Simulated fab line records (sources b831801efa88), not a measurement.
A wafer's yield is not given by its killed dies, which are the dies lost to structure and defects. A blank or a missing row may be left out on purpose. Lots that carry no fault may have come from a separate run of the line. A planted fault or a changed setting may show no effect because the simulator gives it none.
Which tool is to blame? + flow sky130 + 11 lots with 33 wafers sampled at 5 steps, on a route of 708 steps

## WHAT THE GAUGES SHOWED, per wafer
SKY_LI_CONTACT_THK_MEAS_23: measures by xrf. Usual: LI_CONTACT_W_THK gives 400 nm (standard deviation 6.9).
| lot  | measured     | on            | LI_CONTACT_W_THK (nm) | flag |
|------|--------------|---------------|-----------------------|------|
| L931 | day 30 06:04 | film_metro-04 | 411 409 406           |      |
| L932 | day 30 21:34 | film_metro-04 | 403 408 398           |      |
| L934 | day 31 21:50 | film_metro-01 | 397 388 404           |      |
| L935 | day 32 02:03 | film_metro-02 | 412 408 396           |      |
| L936 | day 32 09:45 | film_metro-02 | 406 403 402           |      |
| L942 | day 34 09:20 | film_metro-04 | 389 402 394           |      |
| L943 | day 34 20:03 | film_metro-01 | 396 399 402           |      |
| L947 | day 36 09:57 | film_metro-04 | 395 406 394           |      |
| L949 | day 36 19:53 | film_metro-01 | 395 406 390           |      |
| L948 | day 36 21:02 | film_metro-04 | 392 386 389           |      |
| L950 | day 37 03:23 | film_metro-04 | 392 393 391           |      |

SKY_LOCAL_INTERCONNECT_THK_MEAS_02: measures by xrf. Usual: LOCAL_INTERCONNECT_TIN_THK gives 99.7 nm (standard deviation 1.1).
| lot  | measured     | on            | LOCAL_INTERCONNECT_TIN_THK (nm) | flag |
|------|--------------|---------------|---------------------------------|------|
| L931 | day 30 06:37 | film_metro-02 | 98.8 98.2 98.1                  |      |
| L932 | day 30 22:07 | film_metro-02 | 100.9 100.3 101.2               |      |
| L934 | day 31 22:23 | film_metro-04 | 99.8 99.5 99.8                  |      |
| L935 | day 32 02:43 | film_metro-02 | 98.9 99.5 99.2                  |      |
| L936 | day 32 10:18 | film_metro-02 | 100.2 100.1 100.6               |      |
| L942 | day 34 09:53 | film_metro-04 | 101.6 101.8 100.9               |      |
| L943 | day 34 20:35 | film_metro-04 | 100.1 98.8 99.3                 |      |
| L947 | day 36 10:30 | film_metro-02 | 98.6 99.9 98.5                  |      |
| L949 | day 36 20:43 | film_metro-03 | 98.4 99.6 98.4                  |      |
| L948 | day 36 21:38 | film_metro-04 | 98.1 98.9 98.3                  |      |
| L950 | day 37 03:55 | film_metro-02 | 99.3 99.8 99.8                  |      |

SKY_CONTACT_THK_MEAS_01. Usual: CONTACT_CVD_00_THK gives 75.2 nm (standard deviation 0.97).
| lot  | measured     | on            | CONTACT_CVD_00_THK (nm) | flag |
|------|--------------|---------------|-------------------------|------|
| L931 | day 31 12:08 | film_metro-03 | 76.6 75.8 76.0          |      |
| L932 | day 32 03:40 | film_metro-02 | 76.0 76.0 76.5          |      |
| L934 | day 33 03:53 | film_metro-02 | 76.6 75.0 75.7          |      |
| L935 | day 33 08:54 | film_metro-03 | 73.7 73.2 74.4          |      |
| L936 | day 33 15:30 | film_metro-02 | 75.6 74.8 75.9          |      |
| L942 | day 35 15:00 | film_metro-03 | 75.3 74.8 75.9          |      |
| L943 | day 36 02:40 | film_metro-01 | 74.7 74.9 75.6          |      |
| L947 | day 37 16:48 | film_metro-03 | 74.4 74.3 74.4          |      |
| L949 | day 38 02:11 | film_metro-01 | 75.2 74.0 75.6          |      |
| L948 | day 38 03:33 | film_metro-02 | 75.7 62.4 77.1          | OFF  |
| L950 | day 38 09:20 | film_metro-03 | 62.0 76.5 76.6          | OFF  |

## WHICH TOOL RAN EACH LOT (tool, then ch and the chambers of the sampled wafers, then the start)
| lot  | SKY_LOCAL_INTERCONNECT_ETCH_13    | SKY_CONTACT_CVD_00              |
|------|-----------------------------------|---------------------------------|
| L931 | rie_metal-02 ch 0,1, day 31 11:21 | pecvd-02 ch 1,2, day 31 12:05   |
| L932 | rie_metal-01 ch 0,1, day 32 02:55 | pecvd-02 ch 0,1,2, day 32 03:38 |
| L934 | rie_metal-02 ch 0,1, day 33 03:04 | pecvd-02 ch 0,1,2, day 33 03:50 |
| L935 | rie_metal-04 ch 0,1, day 33 08:09 | pecvd-03 ch 1,2, day 33 08:52   |
| L936 | rie_metal-04 ch 0,1, day 33 14:45 | pecvd-02 ch 0,2, day 33 15:28   |
| L942 | rie_metal-04 ch 0,1, day 35 14:15 | pecvd-02 ch 0,1,2, day 35 14:57 |
| L943 | rie_metal-02 ch 0,1, day 36 01:55 | pecvd-04 ch 0,1,2, day 36 02:37 |
| L947 | rie_metal-01 ch 0,1, day 37 16:03 | pecvd-03 ch 1,2, day 37 16:45   |
| L949 | rie_metal-01 ch 0,1, day 38 01:27 | pecvd-03 ch 0,1, day 38 02:09   |
| L948 | rie_metal-01 ch 0,1, day 38 02:48 | pecvd-02 ch 0,1,2, day 38 03:31 |
| L950 | rie_metal-01 ch 0,1, day 38 08:36 | pecvd-02 ch 0,1,2, day 38 09:18 |
- SKY_LOCAL_INTERCONNECT_ETCH_13: etches BARC in N2/H2, stops on SiO2, time 45.9 s, target depth 60 nm.
- SKY_CONTACT_CVD_00: deposits Si3N4, target thk 75 nm.

## AS READ BY THE TOOLS THEMSELVES (means over the sampled wafers that have a number; for cases with no such wafer, the mark the record gives instead)
SKY_LOCAL_INTERCONNECT_ETCH_13. Usual: drypump_motor_current_A 5.88 A, standard deviation 0.3; oes_product_au 0.855 a.u., standard deviation 0.0043; throttle_valve_pct 13.225 %, standard deviation 0.009.
| lot  | tool         | drypump_motor_current_A (A) | oes_product_au (a.u.) | throttle_valve_pct (%) | flag |
|------|--------------|-----------------------------|-----------------------|------------------------|------|
| L931 | rie_metal-02 | 6.03                        | 0.856                 | 13.218                 |      |
| L932 | rie_metal-01 | 5.51                        | 0.855                 | 13.227                 |      |
| L934 | rie_metal-02 | 5.93                        | 0.851                 | 13.228                 |      |
| L935 | rie_metal-04 | 6.03                        | 0.856                 | 13.213                 |      |
| L936 | rie_metal-04 | 5.89                        | 0.852                 | 13.225                 |      |
| L942 | rie_metal-04 | 5.88                        | 0.857                 | 13.219                 |      |
| L943 | rie_metal-02 | 5.93                        | 0.857                 | 13.225                 |      |
| L947 | rie_metal-01 | 5.82                        | 0.853                 | 13.226                 |      |
| L949 | rie_metal-01 | 5.50                        | 0.856                 | 13.225                 |      |
| L948 | rie_metal-01 | 5.50                        | 0.852                 | 13.219                 |      |
| L950 | rie_metal-01 | 5.51                        | 0.852                 | 13.214                 |      |

SKY_CONTACT_CVD_00. Usual: heater_power_outer_w 387 W, standard deviation 51; heater_power_w 667 W, standard deviation 95.
| lot  | tool     | heater_power_outer_w (W) | heater_power_w (W) | flag |
|------|----------|--------------------------|--------------------|------|
| L931 | pecvd-02 | 443                      | 775                |      |
| L932 | pecvd-02 | 408                      | 707                |      |
| L934 | pecvd-02 | 412                      | 707                |      |
| L935 | pecvd-03 | 377                      | 667                |      |
| L936 | pecvd-02 | 328                      | 571                |      |
| L942 | pecvd-02 | 353                      | 620                |      |
| L943 | pecvd-04 | 382                      | 659                |      |
| L947 | pecvd-03 | 370                      | 635                |      |
| L949 | pecvd-03 | 402                      | 634                |      |
| L948 | pecvd-02 | 382                      | 672                |      |
| L950 | pecvd-02 | 408                      | 689                |      |

## THE ANSWER, worked out from the rows above alone
Rule: a lot is off if the mean of its wafers that have a number lies more than 3 standard deviations from the usual mean. Also off: a lot with no number at a reading for which 4 or more lots have one. All remaining lots with rows at the step are treated as sound. After the gauges, taken in route order, come the tools' own readings; for these a lot's mean is taken, as printed above. The first step at which some lot is off is used, and at that step the reading that is off furthest; a lot without a number counts as furthest.
Off: L948, L950, at SKY_CONTACT_THK_MEAS_01 (CONTACT_CVD_00_THK).
A tool fits if, at a process step before that reading, it ran every lot that is off, and no sound lot after the first of them. Those tools and the gauges at SKY_CONTACT_THK_MEAS_01 are tried in the same way. Can't be told from this: 2 tools fit, rie_metal-01 at SKY_LOCAL_INTERCONNECT_ETCH_13, pecvd-02 at SKY_CONTACT_CVD_00.

## WHAT WAS PUT IN BY THE SIMULATOR
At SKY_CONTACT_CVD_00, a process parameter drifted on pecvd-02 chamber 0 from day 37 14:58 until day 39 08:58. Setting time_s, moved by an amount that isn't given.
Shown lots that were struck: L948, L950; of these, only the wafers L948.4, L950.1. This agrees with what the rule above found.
